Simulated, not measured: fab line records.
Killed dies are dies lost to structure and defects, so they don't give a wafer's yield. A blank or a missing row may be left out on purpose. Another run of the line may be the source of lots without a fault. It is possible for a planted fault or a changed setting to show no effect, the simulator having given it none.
fab line records	flow sky130
record lots=5	wafers=15	lastDay=49
route steps=708 shown FIELD_ISO@23 NWELL@32 DNWELL@35
lots untouched by any fault: they come from a run of this same line in which no faults occurred
startH: hours from the record's first day to the start of the lot's first wafer shown	waitH: time in hours since the lot's previous step	" repeats the value in the row above	L1.1+2: several wafers, shown together as one row	- value missing, or start not given	* or withheld: withheld	< > ~ a bound
route shown NAME@n: a module of which the file shows steps, and the number in the route of the first	usual: average and standard deviation across the fault-free wafers	same: alike in all rows	chamber/n: place in a boat	sites: each site's reading	_std_site: standard deviation across them	_edge_site: mean of outer sites minus mean of inner sites	radiusMm: how far each site lies from the wafer's centre	mask NAME#n: copy n	behind: tool/chamber where the wafer was last shaped	hold: cause of the lot's hold/its duration in hours/its outcome	device: names the non-switching transistor (n, p or np)	end of line: tests of these same wafers at the route's end	where a step has no rows: the recipe by itself	killed: not the wafer's yield, but the dies lost to structure and defects at the first sort	map: shows each die of a wafer: x if killed, . if not, _ if none is there
set.NAME: the run value of the setting; set.NAME@STEP: its run value at that earlier step	model.NAME: the simulator's own value behind a step, which no gauge read
lots at some steps of the route; a table a step, a row a wafer
services: when a tool's chamber went out of use (startH, in hours from the record's first day, below 0 if earlier), for how many hours, and the reason
## steps
# step SKY_FIELD_ISO_OXIDATION_22
# recipe tempC=950	ambient=O2	stabiliseS=600	purgeS=300	targetThkA=100	oxTimeS=623
# usual tubeCenterTempC=950.01/0.089	zonePowerUpperPct=19.5/1.5
lot.wafer	tool	chamber	startH	waitH	tubeCenterTempC	zonePowerUpperPct
L074.1	furnace-02	0	33.93	4.4	949.95	20.1
L074.5	"	0	"	"	949.88	20.8
L074.6	"	0	"	"	949.94	20.8
L075.2	furnace-02	0	36.51	1.6	949.9	20.4
L075.3	"	0	"	"	949.96	20.6
L075.5	"	0	"	"	949.96	20.6
L079.2	furnace-02	0	58.77	1.5	950.06	20.6
L079.4	"	0	"	"	950.1	20.5
L079.5	"	0	"	"	949.9	20.4
L085.1	furnace-01	0	87.84	0.4	950.02	17.3
L085.3	"	0	"	"	950	17.5
L085.6	"	0	"	"	949.94	17.9
L087.4	furnace-02	0	100.70	2.5	950.12	20.1
L087.5	"	0	"	"	950.04	20.5
L087.6	"	0	"	"	949.99	20.3
# step SKY_FIELD_ISO_THK_MEAS_23
# recipe reads=SiO2_of_FIELD_ISO_OXIDATION_22
# usual FIELD_ISO_OXIDATION_01_THK=9.97/0.15
lot.wafer	tool	chamber	startH	waitH	FIELD_ISO_OXIDATION_01_THK[nm]
L074.1	filmMetro-04	-	35.10	0.0	9.92
L074.5	"	-	"	"	10.02
L074.6	"	-	"	"	9.79
L075.2	filmMetro-04	-	37.69	0.0	10.01
L075.3	"	-	"	"	10.06
L075.5	"	-	"	"	9.95
L079.2	filmMetro-04	-	59.95	0.0	9.95
L079.4	"	-	"	"	9.97
L079.5	"	-	"	"	9.72
L085.1	filmMetro-01	-	89.01	0.0	10.01
L085.3	"	-	"	"	10.10
L085.6	"	-	"	"	9.99
L087.4	filmMetro-03	-	101.90	0.0	9.93
L087.5	"	-	"	"	9.77
L087.6	"	-	"	"	9.87
# step SKY_FIELD_ISO_CVD_24
# recipe material=SiO2	targetThkNm=595	tempC=650	sigmaOpenFrac=0.3	timeS=99.2	sih4FlowSccm=60	pressureMtorr=6
# usual sih4FlowSccm=59.99/0.19
lot.wafer	tool	chamber	startH	waitH	sih4FlowSccm
L074.1	hdpcvd-02	2	35.16	0.1	59.84
L074.5	"	2	"	"	60.03
L074.6	"	1	"	"	59.87
L075.2	hdpcvd-02	2	37.74	0.0	59.90
L075.3	"	0	"	"	59.98
L075.5	"	1	"	"	59.70
L079.2	hdpcvd-01	0	60.00	0.0	60.08
L079.4	"	2	"	"	60.20
L079.5	"	1	"	"	59.97
L085.1	hdpcvd-01	1	89.07	0.1	59.87
L085.3	"	2	"	"	60.05
L085.6	"	0	"	"	60.03
L087.4	hdpcvd-01	1	101.96	0.1	60.00
L087.5	"	2	"	"	59.92
L087.6	"	0	"	"	60.09
# step SKY_FIELD_ISO_THK_MEAS_25
# recipe reads=SiO2_of_FIELD_ISO_CVD_24
# usual FIELD_ISO_CVD_24_THK=596/8
lot.wafer	tool	chamber	startH	waitH	FIELD_ISO_CVD_24_THK[nm]
L074.1	filmMetro-01	-	35.23	0.0	586
L074.5	"	-	"	"	586
L074.6	"	-	"	"	589
L075.2	filmMetro-03	-	37.82	0.0	594
L075.3	"	-	"	"	602
L075.5	"	-	"	"	600
L079.2	filmMetro-03	-	60.08	0.0	597
L079.4	"	-	"	"	577
L079.5	"	-	"	"	610
L085.1	filmMetro-04	-	89.14	0.0	597
L085.3	"	-	"	"	588
L085.6	"	-	"	"	601
L087.4	filmMetro-01	-	102.03	0.0	603
L087.5	"	-	"	"	589
L087.6	"	-	"	"	595
# step SKY_FIELD_ISO_ANNEAL_26
# recipe tempC=1000	timeS=1800	ambient=N2
# usual tubeCenterTempC=1000/0.075	zonePowerUpperPct=21.0/1.8
lot.wafer	tool	chamber	startH	waitH	tubeCenterTempC	zonePowerUpperPct
L074.1	furnace-02	0	37.68	2.4	999.99	23.0
L074.5	"	0	"	"	1000.1	23.0
L074.6	"	0	"	"	999.87	22.7
L075.2	furnace-01	0	40.36	2.5	1000.1	19.4
L075.3	"	0	"	"	999.97	19.5
L075.5	"	0	"	"	999.96	19.6
L079.2	furnace-02	0	61.34	1.2	999.89	23.2
L079.4	"	0	"	"	1000.1	23.2
L079.5	"	0	"	"	1000.1	23.2
L085.1	furnace-02	0	89.75	0.6	999.99	22.8
L085.3	"	0	"	"	999.96	23.0
L085.6	"	0	"	"	1000	22.9
L087.4	furnace-02	0	104.79	2.8	1000.1	23.1
L087.5	"	0	"	"	999.97	23.0
L087.6	"	0	"	"	1000.1	22.8
# step SKY_FIELD_ISO_CMP_27
# recipe stopOn=Si3N4	tOverpolishS=16	downForcePsi=4	platenRpm=60	targetThkNm=457.8	padVelocityMS=0.94248
# usual headPressurePsi=4.000/0.0086	motorCurrentA=11.8/0.89	overpolishRunS=16.000/0.0089	timeToEndpointS=112/4.1
lot.wafer	tool	chamber	startH	waitH	headPressurePsi	motorCurrentA	overpolishRunS	timeToEndpointS
L074.1	cmp-02	3	39.33	0.1	3.982	10.6	16.010	110
L074.5	"	0	"	"	3.985	13.2	15.985	108
L074.6	"	1	"	"	4.010	11.1	16.008	115
L075.3	cmp-01	2	41.91	0.1	3.989	11.3	16.015	120
L075.2	"	0	"	"	4.000	10.7	16.015	114
L075.5	"	1	"	"	3.994	12.3	16.011	110
L079.4	cmp-01	0	62.94	0.1	3.987	11.4	16.007	115
L079.2	"	1	"	"	4.001	12.9	15.986	117
L079.5	"	2	"	"	4.014	11.5	16.002	126
L085.3	cmp-01	2	91.42	0.2	3.998	11.3	15.992	112
L085.1	"	3	"	"	3.985	12.9	16.003	110
L085.6	"	0	"	"	4.007	11.8	16.001	111
L087.4	cmp-01	2	106.29	0.0	4.000	11.7	16.001	117
L087.6	"	2	"	"	4.001	10.9	15.992	116
L087.5	"	3	"	"	4.002	13.3	16.000	108
# step SKY_FIELD_ISO_WET_ETCH_28
# recipe chemistry=dHF	targetDepthNm=23.7	target=SiO2	dilution=10:1	tempC=25	timeS=47
lot.wafer	tool	chamber	startH	waitH
L074.1+5+6	wetBench-02	2	39.48	0.1
L075.2+3+5	wetBench-02	3	42.16	0.1
L079.2+4+5	wetBench-01	3	63.14	0.1
L085.1+3+6	wetBench-02	1	91.62	0.1
L087.4+5+6	wetBench-02	1	106.59	0.2
# step SKY_FIELD_ISO_WET_ETCH_29
# recipe chemistry=H3PO4	targetDepthNm=160	target=Si3N4	tempC=160	timeS=1825
lot.wafer	tool	chamber	startH	waitH
L074.1+5+6	wetBench-01	2	39.50	0.0
L075.2+3+5	wetBench-03	1	42.18	0.0
L079.2+4+5	wetBench-01	2	63.16	0.0
L085.1+3+6	wetBench-01	1	91.65	0.0
L087.4+5+6	wetBench-01	2	106.62	0.0
# step SKY_FIELD_ISO_WET_ETCH_30
# recipe chemistry=dHF	targetDepthNm=25	target=SiO2	dilution=10:1	tempC=25	timeS=50
lot.wafer	tool	chamber	startH	waitH
L074.1+5+6	wetBench-03	0	40.02	0.0
L075.2+3+5	wetBench-02	3	42.74	0.0
L079.2+4+5	wetBench-03	3	63.72	0.0
L085.1+3+6	wetBench-03	2	92.21	0.0
L087.4+5+6	wetBench-03	0	107.18	0.0
# step SKY_NWELL_CLEAN_00
# recipe chemistry=SC1/SC2	mix=1:4:20	tempC=70	timeS=150	dry=n2Spin
lot.wafer	tool	chamber	startH	waitH
L074.1+5+6	wetBench-02	1	40.04	0.0
L075.2+3+5	wetBench-01	3	42.76	0.0
L079.2+4+5	wetBench-01	1	63.77	0.0
L085.1+3+6	wetBench-01	0	92.23	0.0
L087.4+5+6	wetBench-02	2	107.20	0.0
# step SKY_NWELL_OXIDATION_01
# recipe tempC=900	ambient=O2	stabiliseS=600	purgeS=300	targetThkA=100	oxTimeS=1418
# usual tubeCenterTempC=899.99/0.075	zonePowerUpperPct=16.9/1.4
lot.wafer	tool	chamber	startH	waitH	tubeCenterTempC	zonePowerUpperPct
L074.1	furnace-02	0	40.71	0.6	900.06	18.0
L074.5	"	0	"	"	899.9	18.1
L074.6	"	0	"	"	899.96	18.1
L075.2	furnace-02	0	43.52	0.7	900.08	18.0
L075.3	"	0	"	"	899.97	17.8
L075.5	"	0	"	"	899.96	18.1
L079.2	furnace-01	0	64.73	0.9	899.86	15.4
L079.4	"	0	"	"	900.01	15.6
L079.5	"	0	"	"	900.13	15.4
L085.1	furnace-01	0	93.45	1.2	899.98	15.4
L085.3	"	0	"	"	900.02	15.4
L085.6	"	0	"	"	899.94	15.5
L087.4	furnace-02	0	109.31	2.1	900.04	18.2
L087.5	"	0	"	"	900.02	18.4
L087.6	"	0	"	"	900	18.1
# step SKY_NWELL_THK_MEAS_02
# recipe reads=SiO2_of_NWELL_OXIDATION_01
# usual NWELL_OXIDATION_THK=10.05/0.17
lot.wafer	tool	chamber	startH	waitH	NWELL_OXIDATION_THK[nm]
L074.1	filmMetro-03	-	42.11	0.0	10.18
L074.5	"	-	"	"	10.16
L074.6	"	-	"	"	10.07
L075.2	filmMetro-01	-	44.92	0.0	9.83
L075.3	"	-	"	"	9.91
L075.5	"	-	"	"	9.89
L079.2	filmMetro-03	-	66.14	0.0	10.23
L079.4	"	-	"	"	10.09
L079.5	"	-	"	"	9.92
L085.1	filmMetro-01	-	94.84	0.0	10.26
L085.3	"	-	"	"	10.19
L085.6	"	-	"	"	10.28
L087.4	filmMetro-02	-	110.73	0.0	10.33
L087.5	"	-	"	"	10.26
L087.6	"	-	"	"	10.21
# step SKY_DNWELL_DEHYDRATE_00
# recipe tempC=200	timeS=60
# usual exhaustPa=44.8/0.89
lot.wafer	tool	chamber	startH	waitH	exhaustPa
L074.1	lithoTrack-02	0	49.47	7.3	44.7
L074.5	"	0	"	"	43.2
L074.6	"	0	"	"	43.2
L075.2	lithoTrack-01	0	52.15	7.2	46.1
L075.3	"	0	"	"	44.9
L075.5	"	0	"	"	46.9
L079.2	lithoTrack-02	0	73.34	7.2	45.9
L079.4	"	0	"	"	45.5
L079.5	"	0	"	"	44.9
L085.1	lithoTrack-02	0	103.72	8.9	42.9
L085.3	"	0	"	"	44.3
L085.6	"	0	"	"	44.1
L087.4	lithoTrack-01	0	119.95	9.2	44.8
L087.5	"	0	"	"	44.1
L087.6	"	0	"	"	43.9
# step SKY_DNWELL_HMDS_01
# recipe primeTimeS=60	primeTempC=120
# usual exhaustPa=44.9/0.91
lot.wafer	tool	chamber	startH	waitH	exhaustPa
L074.1	lithoTrack-02	0	49.62	0.1	46.1
L074.5	"	0	"	"	45.0
L074.6	"	0	"	"	45.0
L075.2	lithoTrack-01	0	52.30	0.1	44.8
L075.3	"	0	"	"	44.6
L075.5	"	0	"	"	45.2
L079.2	lithoTrack-02	0	73.49	0.1	44.0
L079.4	"	0	"	"	45.8
L079.5	"	0	"	"	44.5
L085.1	lithoTrack-02	0	103.87	0.1	44.6
L085.3	"	0	"	"	44.6
L085.6	"	0	"	"	45.5
L087.4	lithoTrack-01	0	120.10	0.1	44.6
L087.5	"	0	"	"	44.4
L087.6	"	0	"	"	43.4
# step SKY_DNWELL_COAT_02
# recipe spinRpm=2000	resistThkNm=3000
# usual exhaustPa=45.0/0.92	spinSpeedRpm=1999.9/1.5
lot.wafer	tool	chamber	startH	waitH	exhaustPa	spinSpeedRpm
L074.1	lithoTrack-02	0	49.77	0.1	46.9	1999.2
L074.5	"	0	"	"	45.5	2001.5
L074.6	"	0	"	"	45.9	2000.7
L075.2	lithoTrack-01	0	52.45	0.1	46.2	1999.9
L075.3	"	0	"	"	47.2	2000.6
L075.5	"	0	"	"	46.2	1996.7
L079.2	lithoTrack-02	0	73.64	0.1	44.8	2002.0
L079.4	"	0	"	"	45.5	1998.7
L079.5	"	0	"	"	46.1	1999.5
L085.1	lithoTrack-02	0	104.02	0.1	42.8	1998.4
L085.3	"	0	"	"	44.3	1997.4
L085.6	"	0	"	"	44.1	1999.1
L087.4	lithoTrack-01	0	120.25	0.1	45.2	2000.1
L087.5	"	0	"	"	45.9	2000.9
L087.6	"	0	"	"	46.6	1999.0
# step SKY_DNWELL_SOFTBAKE_03
# recipe tempC=110	timeS=withheld
# usual exhaustPa=45.0/0.99
lot.wafer	tool	chamber	startH	waitH	exhaustPa
L074.1	lithoTrack-02	0	49.92	0.1	44.2
L074.5	"	0	"	"	44.4
L074.6	"	0	"	"	43.9
L075.2	lithoTrack-01	0	52.61	0.1	46.2
L075.3	"	0	"	"	45.1
L075.5	"	0	"	"	47.4
L079.2	lithoTrack-02	0	73.80	0.1	44.1
L079.4	"	0	"	"	44.4
L079.5	"	0	"	"	44.5
L085.1	lithoTrack-02	0	104.17	0.1	45.2
L085.3	"	0	"	"	45.5
L085.6	"	0	"	"	44.7
L087.4	lithoTrack-01	0	120.43	0.1	45.3
L087.5	"	0	"	"	46.3
L087.6	"	0	"	"	47.2
# step SKY_DNWELL_EXPOSE_04
# recipe maskId=DNM	na=0.57	targetCdNm=3000	doseMj=222
lot.wafer	tool	chamber	startH	waitH	mask
L074.1+5+6	ilineStepper-01	0	-	-	DNM#0
L075.2+3+5	ilineStepper-01	0	-	-	DNM#0
L079.2+4+5	ilineStepper-01	0	-	-	DNM#0
L085.1+3+6	ilineStepper-02	0	-	-	DNM#0
L087.4+5+6	ilineStepper-01	0	-	-	DNM#0
# step SKY_DNWELL_PEB_05
# recipe tempC=115	timeS=withheld
# usual exhaustPa=45.0/0.85
lot.wafer	tool	chamber	startH	waitH	exhaustPa
L074.1	lithoTrack-03	0	-	-	44.7
L074.5	"	0	"	"	44.7
L074.6	"	0	"	"	44.5
L075.2	lithoTrack-02	0	-	-	44.9
L075.3	"	0	"	"	44.4
L075.5	"	0	"	"	45.5
L079.2	lithoTrack-02	0	-	-	45.4
L079.4	"	0	"	"	45.5
L079.5	"	0	"	"	44.6
L085.1	lithoTrack-02	0	-	-	45.0
L085.3	"	0	"	"	43.0
L085.6	"	0	"	"	44.6
L087.4	lithoTrack-02	0	-	-	46.0
L087.5	"	0	"	"	44.6
L087.6	"	0	"	"	44.7
# step SKY_DNWELL_DEVELOP_06
# recipe wallAngleDeg=90	developer=TMAH	developTimeS=60	devTempC=23
# usual exhaustPa=45.2/0.92
lot.wafer	tool	chamber	startH	waitH	exhaustPa
L074.1	lithoTrack-03	0	-	-	45.3
L074.5	"	0	"	"	46.8
L074.6	"	0	"	"	45.6
L075.2	lithoTrack-02	0	-	-	44.1
L075.3	"	0	"	"	44.8
L075.5	"	0	"	"	44.5
L079.2	lithoTrack-02	0	-	-	44.9
L079.4	"	0	"	"	45.4
L079.5	"	0	"	"	45.8
L085.1	lithoTrack-02	0	-	-	45.9
L085.3	"	0	"	"	44.6
L085.6	"	0	"	"	45.2
L087.4	lithoTrack-02	0	-	-	44.6
L087.5	"	0	"	"	46.7
L087.6	"	0	"	"	46.3
# step SKY_DNWELL_IMPLANT_07
# recipe species=P	energyKev=withheld	doseCm2=withheld	tiltDeg=withheld
lot.wafer	tool	chamber	startH	waitH
L074.1+5+6	implanter-04	0	58.69	-
L075.2+3+5	implanter-02	0	61.29	-
L079.2+4+5	implanter-01	0	82.64	-
L085.1+3+6	implanter-01	0	113.22	-
L087.4+5+6	implanter-01	0	130.04	-
## services
tool	chamber	startH	hours	kind
cmp-02	-	13.47	0.9	repair
furnace-02	-	17.61	5.2	repair
ilineStepper-01	-	24.66	1.7	pm
furnace-02	-	25.42	4.1	pm
cmp-01	-	28.66	1.7	repair
implanter-01	-	28.91	1.2	repair
implanter-02	-	30.80	5.1	repair
ilineStepper-01	-	54.62	13.6	repair
wetBench-01	-	59.94	1.9	pm
cmp-02	-	60.40	6.0	repair
cmp-01	-	63.62	4.5	repair
hdpcvd-01	-	66.75	15.0	pm
hdpcvd-01	0	66.75	15.0	ventCycle
hdpcvd-01	1	66.75	15.0	ventCycle
hdpcvd-01	0	68.49	12.7	repair
cmp-01	-	69.49	4.0	pm
cmp-01	-	73.49	-	consumableReplace:conditioner
cmp-01	-	73.49	-	consumableReplace:pad
furnace-01	-	76.52	4.2	pm
implanter-02	-	77.05	5.1	pm
cmp-02	-	90.60	5.7	repair
implanter-02	-	98.30	71.4	pm
hdpcvd-01	-	112.72	2.8	pm
furnace-01	-	124.56	4.3	pm
## key
fault none
